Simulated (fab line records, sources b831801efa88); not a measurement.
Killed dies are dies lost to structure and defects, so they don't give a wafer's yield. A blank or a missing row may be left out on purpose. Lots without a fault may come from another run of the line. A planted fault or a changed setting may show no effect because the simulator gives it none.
Chamber matching | flow sky130 | SKY_CONTACT_ETCH_17 on rie_diel-02: 4 sister chambers
The step etches SiO2 in C4F8/O2/Ar, stops on Si3N4, target depth 340 nm. 18 wafers are shown with their chamber, then 9 later ones without.

WAFERS WITH THEIR CHAMBER
wafer  | chamber | oes_product_au (a.u.)
L075.1 | 2       | 0.897
L075.2 | 1       | 0.895
L075.4 | 0       | 0.897
L074.1 | 0       | 0.896
L074.3 | 2       | 0.892
L074.5 | 0       | 0.887
L080.1 | 1       | 0.889
L080.4 | 1       | 0.906
L080.6 | 0       | 0.900
L081.1 | 2       | 0.900
L081.3 | 1       | 0.896
L081.6 | 1       | 0.892
L082.2 | 2       | 0.895
L082.3 | 3       | 0.893
L082.4 | 1       | 0.889
L083.1 | 0       | 0.892
L083.4 | 1       | 0.887
L083.6 | 2       | 0.891

SIGNATURES (means of the wafers above)
reading        | chamber 0 | chamber 1 | chamber 2 | chamber 3 | scatter within a chamber
oes_product_au | 0.89440   | 0.89343   | 0.89500   | 0.89300   | 0.00538
Rule: a wafer's distance from a chamber is the root of the sum, over the readings, of the square of ((its reading less the chamber's mean) divided by the reading's scatter). The wafer belongs to the nearest chamber; if the next one is less than 2 further off, it can't be placed. The scatter: the root of (the sum of the squares of (reading less its chamber's mean) over the shown wafers, divided by (wafers less chambers)).

WAFERS WITHOUT THEIR CHAMBER
wafer  | oes_product_au (a.u.)
L085.2 | 0.884
L085.4 | 0.886
L085.6 | 0.892
L091.4 | 0.896
L091.5 | 0.888
L091.6 | 0.902
L097.1 | 0.895
L097.2 | 0.896
L097.6 | 0.888

WHICH CHAMBER EACH WENT THROUGH
wafer  | from the rows above               | in truth
L085.2 | can't be placed: 3 or 1 or 0 or 2 | 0
L085.4 | can't be placed: 3 or 1 or 0 or 2 | 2
L085.6 | can't be placed: 3 or 1 or 0 or 2 | 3
L091.4 | can't be placed: 2 or 0 or 1 or 3 | 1
L091.5 | can't be placed: 3 or 1 or 0 or 2 | 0
L091.6 | can't be placed: 2 or 0 or 1 or 3 | 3
L097.1 | can't be placed: 2 or 0 or 1 or 3 | 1
L097.2 | can't be placed: 2 or 0 or 1 or 3 | 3
L097.6 | can't be placed: 3 or 1 or 0 or 2 | 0
Placed correctly: 0 of 9. Can't be placed from these rows: 9 (the true chamber is among the candidates in 9). Placed wrongly: 0.
